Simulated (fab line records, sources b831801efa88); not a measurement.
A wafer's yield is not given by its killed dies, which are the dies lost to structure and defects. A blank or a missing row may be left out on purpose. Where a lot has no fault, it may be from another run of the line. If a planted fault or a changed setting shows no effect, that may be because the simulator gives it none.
A struck lot beside a sound one / flow sky130 / 16 steps out of a route of 708
Sound: the wafers L395.1, L395.3, L395.4. Struck: wafers L391.1, L391.2, L391.3. At the end, the cause is stated.
At each step with rows: each side's tool, then ch and its chambers, then its first start. Under that, the readings that differ: sound wafers / struck wafers / difference of the means / sigmas: that difference in standard deviations of wafers without a fault.
alike: same words and numbers on both sides, and readings whose means sit less than 2 such deviations apart. not compared: any withheld reading, any reading some wafer has no value for, any bound like >300 that may hide the same value, and any number with overlapping values for which the record gives no deviation.
Wherever a step has rows on one side only, a row that says differs or no value, or a row with sigmas, the two part there. Numbers that have no deviation but don't overlap get no sigmas and don't part them. Lack of a reading on every wafer of one side parts them only where that side has two or more wafers.

SKY_NWELL_RS_MEAS_29: measures by four-point-probe.
  sound: film-metro-01 at day 9 17:58; struck: film-metro-01 at day 8 14:12
  alike: NWELL_RS
SKY_NWELL_RS_MEAS_31: measures by four-point-probe.
  sound: film-metro-01 at day 9 18:13; struck: film-metro-01 at day 8 14:26
  alike: PWDE_RS
then, 7 steps without rows for these wafers: SKY_VT_ADJUST_HVTP_DEHYDRATE_00 (time 60 s); SKY_VT_ADJUST_HVTP_HMDS_01 (prime time 60 s); SKY_VT_ADJUST_HVTP_COAT_02 (resist thk 1140 nm); SKY_VT_ADJUST_HVTP_SOFTBAKE_03 (time 60 s); SKY_VT_ADJUST_HVTP_EXPOSE_04 (exposes mask HVTPM, target cd 380 nm); SKY_VT_ADJUST_HVTP_PEB_05; SKY_VT_ADJUST_HVTP_DEVELOP_06 (develop time 60 s).
SKY_VT_ADJUST_HVTP_CD_MEAS_07: target cd 380 nm.
  sound: cd-sem-02 at day 10 16:34; struck: cd-sem-01 at day 9 11:02
  alike: cd-nm
SKY_VT_ADJUST_HVTP_OVL_MEAS_08:
  sound: overlay-02 at day 10 16:41; struck: overlay-01 at day 9 11:09
  alike: VT_ADJUST_HVTP_OVL
SKY_VT_ADJUST_HVTP_IMPLANT_09:
  sound on implanter-03 ch 0, day 10 17:25; struck on implanter-01 ch 0, day 9 12:41
reading=beam-energy-keV; sound=149.96 149.92 149.99; struck=172.52 172.53 172.61; difference=+22.60; sigmas=+99 or more
reading=model.implant.rp-nm (nm); sound=84.63 84.63 84.63; struck=97.15 97.15 97.15; difference=+12.52; sigmas=
reading=model.implant.drp-nm (nm); sound=33.4 33.4 33.4; struck=37.47 37.47 37.47; difference=+4.07; sigmas=
SKY_VT_ADJUST_HVTP_STRIP_10: strips in O2/N2.
  sound on plasma-asher-02 ch 0,1, day 10 17:34; struck on plasma-asher-02 ch 0,1, day 9 12:50
  alike: drypump-motor-current-A, oes-product-au, strip-time-to-endpoint-s
  not compared: rf-hours-counter-h
SKY_VT_ADJUST_HVTP_TW_MEAS_11:
  sound: film-metro-03 at day 10 17:40; struck: film-metro-01 at day 9 12:56
reading=VT_ADJUST_HVTP_TW; sound=1341 1351 1344; struck=1402 1406 1400; difference=+57; sigmas=+7
then, 1 step without rows for these wafers: SKY_VT_ADJUST_LVTN_DEHYDRATE_00 (time 60 s).
-- record jumps: 39 days separate the struck wafers' starts on either side; left off in module VT_ADJUST_LVTN, taken up again in module PAD_OPEN, whose first shown step is the route's number 708 --
SKY_PAD_OPEN_PROBE_99:
  sound: prober-02 at day 49 10:00; struck: prober-02 at day 48 21:52
reading=model.etest.tip-p.rs-ohm-sq; sound=6911 6867 6960; struck=6362 6364 6330; difference=-561; sigmas=
reading=model.etest.pfet_01v8.r-on-ohm-um; sound=2704 2834 2851; struck=2590 2642 2638; difference=-173; sigmas=
reading=model.etest.pfet_01v8.drive-ua-um; sound=209.1 194.6 196.9; struck=223.6 218.6 220.3; difference=+20.6; sigmas=
reading=model.etest.pfet_01v8_mvt.drive-ua-um; sound=159.2 153.8 152.9; struck=178.2 173.6 175.2; difference=+20.4; sigmas=
reading=model.etest.pfet_01v8_hvt.drive-ua-um; sound=156.6 145.6 147.2; struck=165.8 164 164.6; difference=+15.0; sigmas=
reading=model.etest.pfet_01v8_mvt.off-log10-a-um; sound=-10.47 -10.42 -10.48; struck=-8.526 -8.76 -8.659; difference=+1.808; sigmas=
reading=model.etest.pfet_01v8.off-log10-a-um; sound=-8.799 -9.626 -9.377; struck=-8.248 -8.318 -8.126; difference=+1.037; sigmas=
  alike: killed_at_M0_to_M3, killed_at_M4_up, killed-at-contacts, killed-at-front-end, killed-at-other, killed-dies, killed-open, killed-short
  not compared: model.etest.sram-pfet-latch.drive-ua-um

WHERE THEY PART
At SKY_VT_ADJUST_HVTP_IMPLANT_09 first; at SKY_VT_ADJUST_HVTP_TW_MEAS_11 last (within this record only). Later steps at which nothing parts them and some readings are alike: SKY_PAD_OPEN_PROBE_99.

WHY: whatever the simulator had introduced
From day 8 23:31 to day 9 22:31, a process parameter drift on implanter-01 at SKY_VT_ADJUST_HVTP_IMPLANT_09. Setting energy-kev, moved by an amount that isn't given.
